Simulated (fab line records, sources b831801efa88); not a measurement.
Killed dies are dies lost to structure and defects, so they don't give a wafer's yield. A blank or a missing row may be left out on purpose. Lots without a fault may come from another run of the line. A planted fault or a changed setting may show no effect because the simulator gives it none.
fab line records | flow sky130
record lots=11 wafers=33 last_day=50
route steps=708 shown RES_PROTECT@208 POLY_GATE@227 PAD_OPEN@708
lots that met no fault: from a run of the same line without faults
start_h: hours from the record's first day to the start of the lot's first wafer shown | wait_h: hours since the lot's step before | " the same as in the row above | L1.1+2: a row that stands for several wafers | - no value, or no start given | * or withheld: withheld | < > ~ a bound
route shown NAME@n: a module of which the file shows steps, and the number in the route of the first | usual: mean/standard deviation of fault-free wafers | same: alike in all rows | chamber/n: place in a boat | sites: the reading at each site | _std_site: their standard deviation | _edge_site: outer sites' mean less inner sites' | radius_mm: how far each site lies from the wafer's centre | mask NAME#n: copy n | behind: the tool/chamber that last shaped the wafer | hold: why the lot was held/for how many hours/how that ended | device: the transistor (n, p or np) that didn't switch | end of line: the same wafers' tests at the end of the route | a step without rows: its recipe alone | killed: dies lost to structure and defects at the first sort, not the wafer's yield | map: a wafer's dies, x killed, . not, _ none there
set.NAME: the setting as run; set.NAME@STEP: as run at that earlier step | model.NAME: the simulator's own value behind a step, which no gauge read
steps of the route over a sample of lots; a table a step, a row a wafer
services: from which hour (start_h, from the record's first day; less than 0 if before it) a tool's chamber was out of use, for how many hours, and why
## steps
# step SKY_RES_PROTECT_COAT_02
# recipe resist=NOVOLAK spin_rpm=3000 resist_thk_nm=1140
# usual dispense_pressure_kPa=51/3.5
# columns lot.wafer tool chamber start_h wait_h dispense_pressure_kPa
L542.2 litho_track-03 0 355.28 0.1 46
L542.4 " 0 " " 46
L542.5 " 0 " " 46
L541.1 litho_track-02 0 355.47 0.1 51
L541.4 " 0 " " 51
L541.6 " 0 " " 51
L543.2 litho_track-01 0 357.37 0.1 55
L543.3 " 0 " " 55
L543.5 " 0 " " 55
L544.2 litho_track-02 0 359.89 0.1 51
L544.4 " 0 " " 51
L544.5 " 0 " " 51
L546.2 litho_track-01 0 384.42 0.1 55
L546.4 " 0 " " 55
L546.6 " 0 " " 55
L549.1 litho_track-02 0 395.02 0.1 51
L549.3 " 0 " " 51
L549.6 " 0 " " 51
L550.2 litho_track-03 0 410.22 0.1 46
L550.3 " 0 " " 46
L550.4 " 0 " " 46
L552.1 litho_track-02 0 427.62 0.1 51
L552.2 " 0 " " 51
L552.4 " 0 " " 51
L553.3 litho_track-01 0 436.89 0.1 55
L553.5 " 0 " " 55
L553.6 " 0 " " 55
L562.2 litho_track-02 0 515.44 0.1 51
L562.3 " 0 " " 51
L562.4 " 0 " " 51
L563.2 litho_track-02 0 521.24 0.1 51
L563.4 " 0 " " 51
L563.6 " 0 " " 51
# step SKY_RES_PROTECT_STRIP_07
# recipe chemistry=O2/N2 power_w=1400 pressure_mtorr=1500 platen_temp_c=withheld o2_flow_sccm=3000 n2_flow_sccm=300 overash_fraction=0.5
# usual chamber_pressure_mTorr=1499.9/1.6 drypump_motor_current_A=5.7/0.42 n2_flow_sccm=300.0/0.89 oes_product_au=0.517/0.0048 strip_time_to_endpoint_s=23.32/0.042
# columns lot.wafer tool chamber start_h wait_h chamber_pressure_mTorr drypump_motor_current_A n2_flow_sccm oes_product_au rf_hours_counter_h strip_time_to_endpoint_s
L542.2 plasma_asher-04 1 369.87 0.1 1500.9 6.3 299.7 0.507 24 23.28
L542.4 " 1 " " 1499.5 6.3 300.3 0.513 - 23.32
L542.5 " 0 " " 1501.2 5.9 301.2 0.522 - 23.26
L541.1 plasma_asher-04 1 370.14 0.1 1499.0 6.3 297.6 0.524 24 23.34
L541.4 " 1 " " 1497.9 6.3 300.3 0.511 - 23.33
L541.6 " 0 " " 1499.8 5.9 300.4 0.508 - 23.33
L543.2 plasma_asher-01 0 371.39 0.1 1501.8 5.2 299.5 0.525 69 23.28
L543.3 " 0 " " 1496.7 5.3 298.8 0.515 - 23.28
L543.5 " 1 " " 1503.5 5.7 301.0 0.521 - 23.30
L544.2 plasma_asher-04 0 373.69 0.1 1498.8 5.9 299.1 0.513 25 23.31
L544.4 " 0 " " 1497.1 5.9 299.5 0.510 - 23.26
L544.5 " 1 " " 1498.4 6.3 301.2 0.519 - 23.27
L546.2 plasma_asher-02 1 399.49 0.1 1497.6 5.1 299.9 0.509 55 23.35
L546.4 " 1 " " 1499.2 5.1 300.1 0.510 - 23.33
L546.6 " 1 " " 1498.9 5.1 301.3 0.518 - 23.30
L549.1 plasma_asher-04 1 408.97 0.1 1498.8 6.4 299.3 0.521 28 23.35
L549.3 " 0 " " 1501.5 5.9 299.0 0.514 - 23.34
L549.6 " 1 " " 1498.7 6.4 301.1 0.519 - 23.36
L550.2 plasma_asher-01 0 426.49 0.1 1500.6 5.2 299.2 0.522 75 23.38
L550.3 " 0 " " 1500.4 5.2 299.0 0.518 - 23.38
L550.4 " 1 " " 1497.9 5.7 299.5 0.521 - 23.40
L552.1 plasma_asher-04 1 441.80 0.1 1501.6 6.3 301.6 0.520 32 23.37
L552.2 " 0 " " 1501.0 5.9 300.5 0.516 32 23.33
L552.4 " 1 " " 1502.2 6.4 301.5 0.515 - 23.39
L553.3 plasma_asher-02 0 452.28 0.1 1500.1 5.7 300.6 0.519 - 23.40
L553.5 " 0 " " 1502.2 5.7 301.7 0.516 - 23.33
L553.6 " 1 " " 1498.2 5.1 300.7 0.515 - 23.37
L562.2 plasma_asher-01 0 531.01 0.1 1499.3 5.2 299.9 0.408 86 15.92
L562.3 " 1 " " 1500.6 5.7 298.8 0.426 - 15.91
L562.4 " 0 " " 1499.5 5.2 299.9 0.418 - 15.90
L563.2 plasma_asher-04 1 536.10 0.1 1498.0 6.3 299.9 0.412 42 15.88
L563.4 " 0 " " 1501.0 5.9 298.7 0.418 - 15.90
L563.6 " 1 " " 1499.8 6.3 301.2 0.415 - 15.92
# step SKY_POLY_GATE_CD_MEAS_13
# recipe target_cd_nm=150
# usual cd_nm=149.7/1.6
# columns lot.wafer tool chamber start_h wait_h cd_nm
L542.2 cd_sem-02 - 399.75 - 153.1
L542.4 " - " " 154.3
L542.5 " - " " 154.1
L541.1 cd_sem-01 - 402.18 - 150.4
L541.4 " - " " 149.4
L541.6 " - " " 149.7
L543.2 cd_sem-01 - 402.44 - 150.9
L543.3 " - " " 151.0
L543.5 " - " " 151.6
L544.2 cd_sem-01 - 406.07 - 149.1
L544.4 " - " " 149.1
L544.5 " - " " 149.0
L546.2 cd_sem-02 - 433.00 - 149.5
L546.4 " - " " 149.6
L546.6 " - " " 149.7
L549.1 cd_sem-02 - 441.18 - 145.7
L549.3 " - " " 145.3
L549.6 " - " " 145.9
L550.2 cd_sem-02 - 458.40 - 152.1
L550.3 " - " " 150.7
L550.4 " - " " 152.4
L552.1 cd_sem-01 - 473.60 - 149.3
L552.2 " - " " 148.1
L552.4 " - " " 149.9
L553.3 cd_sem-01 - 484.20 - 149.8
L553.5 " - " " 150.4
L553.6 " - " " 150.1
L562.2 cd_sem-01 - 562.47 - 148.7
L562.3 " - " " 149.6
L562.4 " - " " 149.0
L563.2 cd_sem-01 - 567.55 - 149.1
L563.4 " - " " 150.5
L563.6 " - " " 150.0
# step SKY_POLY_GATE_OVL_MEAS_14
# usual POLY_GATE_OVL=2/5.4
# columns lot.wafer tool chamber start_h wait_h POLY_GATE_OVL[nm]
L542.2 overlay-01 - 399.86 0.1 -2
L542.4 " - " " -5
L542.5 " - " " 0
L541.1 overlay-01 - 402.30 0.1 10
L541.4 " - " " -3
L541.6 " - " " 1
L543.2 overlay-01 - 402.54 0.1 -4
L543.3 " - " " 10
L543.5 " - " " 7
L544.2 overlay-02 - 406.18 0.1 8
L544.4 " - " " 7
L544.5 " - " " 3
L546.2 overlay-01 - 433.11 0.1 5
L546.4 " - " " -2
L546.6 " - " " 1
L549.1 overlay-01 - 441.30 0.1 3
L549.3 " - " " -3
L549.6 " - " " 1
L550.2 overlay-02 - 458.51 0.1 -7
L550.3 " - " " 4
L550.4 " - " " -7
L552.1 overlay-02 - 473.72 0.1 -5
L552.2 " - " " 0
L552.4 " - " " 2
L553.3 overlay-01 - 484.30 0.1 1
L553.5 " - " " 1
L553.6 " - " " -4
L562.2 overlay-02 - 562.58 0.1 11
L562.3 " - " " 2
L562.4 " - " " 7
L563.2 overlay-01 - 567.66 0.1 9
L563.4 " - " " 3
L563.6 " - " " 9
# step SKY_POLY_GATE_ETCH_16
# recipe stop_on=poly-Si chemistry=CH3F/O2 target=Si3N4 source_w=400 bias_w=80 pressure_mtorr=25 ch3f_flow_sccm=40 O2_flow_sccm=30 time_s=147.5 target_depth_a=750
# usual chamber_pressure_mTorr=25.000/0.022 drypump_motor_current_A=6.1/0.36 oes_product_au=0.639/0.0053 throttle_valve_pct=10.535/0.009
# columns lot.wafer tool chamber start_h wait_h chamber_pressure_mTorr drypump_motor_current_A oes_product_au rf_hours_counter_h throttle_valve_pct
L542.2 rie_diel-03 1 399.97 0.0 25.003 6.3 0.636 6 10.538
L542.4 " 2 " " 24.989 5.5 0.642 105 10.549
L542.5 " 0 " " 25.008 6.5 0.630 - 10.541
L541.1 rie_diel-04 1 402.42 0.0 25.012 6.0 0.642 0 10.538
L541.4 " 3 " " 24.997 5.4 0.648 2 10.522
L541.6 " 3 " " 24.980 5.4 0.639 - 10.528
L543.2 rie_diel-03 1 402.65 0.0 24.999 6.3 0.641 6 10.539
L543.3 " 0 " " 25.019 6.5 0.632 12 10.526
L543.5 " 0 " " 25.027 6.5 0.638 - 10.527
L544.2 rie_diel-04 3 406.29 0.0 25.013 5.4 0.642 2 10.534
L544.4 " 0 " " 25.003 6.2 0.641 80 10.552
L544.5 " 0 " " 25.014 6.2 0.639 - 10.542
L546.2 rie_diel-01 0 433.22 0.0 25.013 6.2 0.642 9 10.525
L546.4 " 0 " " 25.000 6.2 0.637 - 10.558
L546.6 " 2 " " 24.994 6.4 0.626 - 10.540
L549.1 rie_diel-03 3 441.42 0.0 24.999 6.1 0.640 87 10.513
L549.3 " 0 " " 25.029 6.5 0.646 13 10.541
L549.6 " 0 " " 24.965 6.5 0.638 - 10.550
L550.2 rie_diel-03 1 458.62 0.0 25.009 6.3 0.638 7 10.539
L550.3 " 3 " " 25.036 6.1 0.641 87 10.554
L550.4 " 2 " " 24.986 5.5 0.635 0 10.536
L552.1 rie_diel-03 2 473.84 0.0 24.993 5.5 0.650 1 10.558
L552.2 " 0 " " 24.969 6.5 0.637 14 10.537
L552.4 " 3 " " 25.019 6.1 0.650 87 10.530
L553.3 rie_diel-03 0 484.40 0.0 25.017 6.5 0.642 14 10.538
L553.5 " 0 " " 24.986 6.5 0.636 - 10.538
L553.6 " 1 " " 25.003 6.3 0.638 - 10.532
L562.2 rie_diel-01 0 562.69 0.0 24.987 6.2 0.633 13 10.536
L562.3 " 2 " " 24.978 6.5 0.643 6 10.530
L562.4 " 1 " " 24.991 5.6 0.644 9 10.535
L563.2 rie_diel-03 2 567.77 0.0 25.013 5.5 0.635 3 10.536
L563.4 " 0 " " 25.043 6.4 0.636 16 10.543
L563.6 " 0 " " 25.007 6.5 0.636 - 10.537
# step SKY_PAD_OPEN_PROBE_99
# usual killed_at_M0_to_M3=44/6.6 killed_at_M4_up=3.0/1.9 killed_at_contacts=24/5.1 killed_at_front_end=16/4.6 killed_at_other=0.3/0.59 killed_dies=88/9.5 killed_on_rim=17/3.7 killed_open=48/6.7 killed_short=40/6.1
# same gross_dies=492 killed_at_back_side=0
# columns lot.wafer tool chamber start_h wait_h killed_at_M0_to_M3 killed_at_M4_up killed_at_contacts killed_at_front_end killed_at_other killed_dies killed_on_rim killed_open killed_short
L541.1 prober-02 - 1102.47 0.1 42 5 25 19 0 91 24 57 34
L541.4 prober-02 - 1102.62 0.2 38 1 25 16 0 80 16 44 36
L541.6 prober-02 - 1102.72 0.2 46 3 19 13 0 81 17 41 40
L543.2 prober-01 - 1108.46 0.1 50 2 28 20 1 101 17 52 49
L543.3 prober-01 - 1108.51 0.2 37 2 21 13 0 73 17 39 33
L543.5 prober-01 - 1108.61 0.2 47 3 20 17 0 87 12 42 45
L544.2 prober-02 - 1109.96 0.1 48 3 22 19 0 92 16 45 47
L544.4 prober-02 - 1110.06 0.2 51 4 15 11 0 81 13 41 40
L544.5 prober-02 - 1110.11 0.2 54 4 10 9 1 78 17 43 35
L552.1 prober-02 - 1153.25 0.1 48 2 32 16 0 98 16 62 36
L552.2 prober-02 - 1153.30 0.1 45 7 24 16 0 92 16 54 38
L552.4 prober-02 - 1153.40 0.2 43 4 25 13 0 85 14 47 38
L562.2 prober-02 - 1197.54 0.1 46 3 34 17 1 101 25 56 45
L562.3 prober-02 - 1197.59 0.2 38 3 35 24 1 101 24 47 52
L562.4 prober-02 - 1197.64 0.2 40 4 26 23 0 93 23 52 41
L563.2 prober-02 - 1205.85 0.1 38 2 29 16 0 85 19 54 31
L563.4 prober-02 - 1205.95 0.2 38 1 23 15 1 78 23 43 34
L563.6 prober-02 - 1206.05 0.2 47 1 28 16 0 92 22 54 38
# killed by level:class
L541.1 VIA2:geometric_particle:open=12 VIA1:geometric_particle:open=11 LI_CONTACT:geometric_particle:open=8 CONTACT:geometric_particle:open=7 FIELD_ISO:geometric_particle:open=6 METAL4:geometric_particle:short=5 FIELD_ISO:geometric_particle:short=4 CONTACT:geometric_particle:short=4
L541.4 LI_CONTACT:geometric_particle:open=9 VIA1:geometric_particle:open=8 VIA2:geometric_particle:open=7 VIA3:geometric_particle:open=7 FIELD_ISO:geometric_particle:short=6 CONTACT:geometric_particle:open=6 METAL1:geometric_particle:short=5 LOCAL_INTERCONNECT:geometric_particle:short=4
L541.6 VIA1:geometric_particle:open=11 CONTACT:geometric_particle:open=9 VIA1:geometric_particle:short=7 VIA2:geometric_particle:short=7 VIA3:geometric_particle:open=6 CONTACT:geometric_particle:short=5 METAL2:geometric_particle:short=5 POLY_GATE:geometric_particle:short=4
L543.2 VIA1:geometric_particle:open=17 LI_CONTACT:geometric_particle:open=11 FIELD_ISO:geometric_particle:short=8 CONTACT:geometric_particle:short=8 VIA3:geometric_particle:open=6 POLY_GATE:geometric_particle:short=5 METAL2:geometric_particle:short=5 FIELD_ISO:geometric_particle:open=4
L543.3 VIA1:geometric_particle:open=11 FIELD_ISO:geometric_particle:open=8 CONTACT:geometric_particle:short=7 VIA2:geometric_particle:open=6 LI_CONTACT:geometric_particle:open=5 VIA1:geometric_particle:short=5 METAL2:geometric_particle:short=5 CONTACT:geometric_particle:open=4
L543.5 METAL2:geometric_particle:short=11 CONTACT:geometric_particle:open=8 VIA1:geometric_particle:open=8 VIA1:geometric_particle:short=7 VIA2:geometric_particle:open=6 FIELD_ISO:geometric_particle:short=4 POLY_GATE:geometric_particle:open=4 CONTACT:geometric_particle:short=4
L544.2 VIA1:geometric_particle:open=11 CONTACT:geometric_particle:open=10 POLY_GATE:geometric_particle:short=7 METAL2:geometric_particle:short=7 VIA2:geometric_particle:open=7 METAL1:geometric_particle:short=6 FIELD_ISO:geometric_particle:short=5 LI_CONTACT:geometric_particle:open=4
L544.4 VIA3:geometric_particle:open=9 VIA1:geometric_particle:open=7 METAL2:geometric_particle:short=7 VIA2:geometric_particle:open=6 LOCAL_INTERCONNECT:geometric_particle:short=5 VIA1:geometric_particle:short=5 CONTACT:geometric_particle:open=4 METAL1:geometric_particle:short=4
L544.5 VIA1:geometric_particle:open=11 VIA3:geometric_particle:open=10 METAL2:geometric_particle:short=10 VIA2:geometric_particle:open=8 METAL1:geometric_particle:short=6 LI_CONTACT:geometric_particle:open=4 FIELD_ISO:geometric_particle:short=3 POLY_GATE:geometric_particle:short=3
L552.1 VIA1:geometric_particle:open=14 CONTACT:geometric_particle:open=13 METAL1:geometric_particle:short=8 VIA3:geometric_particle:open=8 LI_CONTACT:geometric_particle:open=6 LOCAL_INTERCONNECT:geometric_particle:short=6 CONTACT:geometric_particle:short=5 METAL2:geometric_particle:short=5
L552.2 VIA1:geometric_particle:open=13 CONTACT:geometric_particle:open=9 CONTACT:geometric_particle:short=6 VIA2:geometric_particle:open=6 VIA3:geometric_particle:open=6 VIA1:geometric_particle:short=5 METAL4:geometric_particle:open=5 FIELD_ISO:geometric_particle:short=4
L552.4 VIA1:geometric_particle:open=14 CONTACT:geometric_particle:open=10 VIA3:geometric_particle:open=8 CONTACT:geometric_particle:short=7 POLY_GATE:geometric_particle:short=5 LI_CONTACT:geometric_particle:open=5 METAL1:geometric_particle:short=5 METAL2:geometric_particle:short=5
L562.2 CONTACT:geometric_particle:open=16 CONTACT:geometric_particle:short=7 METAL1:geometric_particle:short=7 VIA1:geometric_particle:open=7 VIA2:geometric_particle:open=7 VIA1:geometric_particle:short=6 FIELD_ISO:geometric_particle:short=5 LI_CONTACT:geometric_particle:open=5
L562.3 CONTACT:geometric_particle:open=14 VIA1:geometric_particle:open=14 FIELD_ISO:geometric_particle:short=9 VIA1:geometric_particle:short=9 CONTACT:geometric_particle:short=8 LOCAL_INTERCONNECT:geometric_particle:short=6 POLY_GATE:geometric_particle:short=5 LI_CONTACT:geometric_particle:open=5
L562.4 CONTACT:geometric_particle:open=12 FIELD_ISO:geometric_particle:short=8 VIA1:geometric_particle:open=8 VIA3:geometric_particle:open=8 CONTACT:geometric_particle:short=7 FIELD_ISO:geometric_particle:open=6 METAL2:geometric_particle:short=6 LI_CONTACT:geometric_particle:open=4
L563.2 VIA1:geometric_particle:open=12 LI_CONTACT:geometric_particle:open=12 CONTACT:geometric_particle:open=9 LOCAL_INTERCONNECT:geometric_particle:short=5 METAL1:geometric_particle:short=5 VIA3:geometric_particle:open=5 FIELD_ISO:geometric_particle:short=4 POLY_GATE:geometric_particle:open=4
L563.4 VIA1:geometric_particle:open=9 CONTACT:geometric_particle:open=8 METAL1:geometric_particle:short=7 LI_CONTACT:geometric_particle:open=6 VIA2:geometric_particle:open=6 FIELD_ISO:geometric_particle:open=5 VIA3:geometric_particle:open=4 CONTACT:geometric_particle:short=4
L563.6 VIA1:geometric_particle:open=18 LI_CONTACT:geometric_particle:open=12 METAL2:geometric_particle:short=8 CONTACT:geometric_particle:open=7 VIA2:geometric_particle:open=6 VIA2:geometric_particle:short=5 LI_CONTACT:geometric_particle:short=5 VIA3:geometric_particle:short=4
## services
# columns tool chamber start_h hours kind
rie_diel-04 - 342.67 0.4 repair
plasma_asher-02 - 369.42 8.3 repair
rie_diel-04 1 382.82 - clean
rie_diel-04 1 382.82 15.9 scheduled_down
plasma_asher-04 - 385.81 1.2 repair
rie_diel-01 1 388.99 6.0 repair
rie_diel-04 - 413.72 0.9 repair
plasma_asher-04 - 420.45 4.3 pm
rie_diel-03 2 427.76 - clean
rie_diel-03 2 427.76 13.9 scheduled_down
rie_diel-03 2 427.76 13.9 vent_cycle
rie_diel-01 3 432.06 16.3 repair
rie_diel-03 1 441.91 6.3 repair
plasma_asher-01 - 455.98 4.2 repair
plasma_asher-02 - 464.49 2.4 repair
plasma_asher-01 - 464.81 1.4 repair
rie_diel-04 1 473.05 2.3 repair
plasma_asher-01 - 500.85 1.5 repair
rie_diel-04 3 514.68 7.8 repair
rie_diel-03 3 519.31 - clean
rie_diel-03 3 519.31 19.2 scheduled_down
rie_diel-03 3 519.31 19.2 vent_cycle
rie_diel-01 - 550.36 0.6 repair
plasma_asher-02 - 563.22 1.2 repair
## key
first_sign step=SKY_RES_PROTECT_STRIP_07 reading=strip_time_to_endpoint_s direction=down sigmas=99+ usual=* struck=*
effect step=SKY_RES_PROTECT_STRIP_07 reading=oes_product_au direction=down sigmas=21 usual=0.517 struck=0.416
met_at SKY_RES_PROTECT_COAT_02
struck_lots L562,L563
tester_left_out L562,L563
not_acting_at SKY_POLY_GATE_CD_MEAS_13,SKY_POLY_GATE_OVL_MEAS_14,SKY_POLY_GATE_ETCH_16
onset_between 427.62 515.44
also_fits time
fault kind=process_parameter_drift tool=litho_track-02 chamber=- onset_h=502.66 steps=SKY_RES_PROTECT_COAT_02 channel=resist_thk_nm offset=-648.43 shape=step end_h=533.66 acts_in=these_recipes_only stated=1140
# tester_left_out: of these lots the tester's yield and bins aren't shown, on N5 and GAA mostly nor the transistor test; their killed dies are dies lost to structure and defects alone, not to doping, threshold or leakage, so they don't give the yield
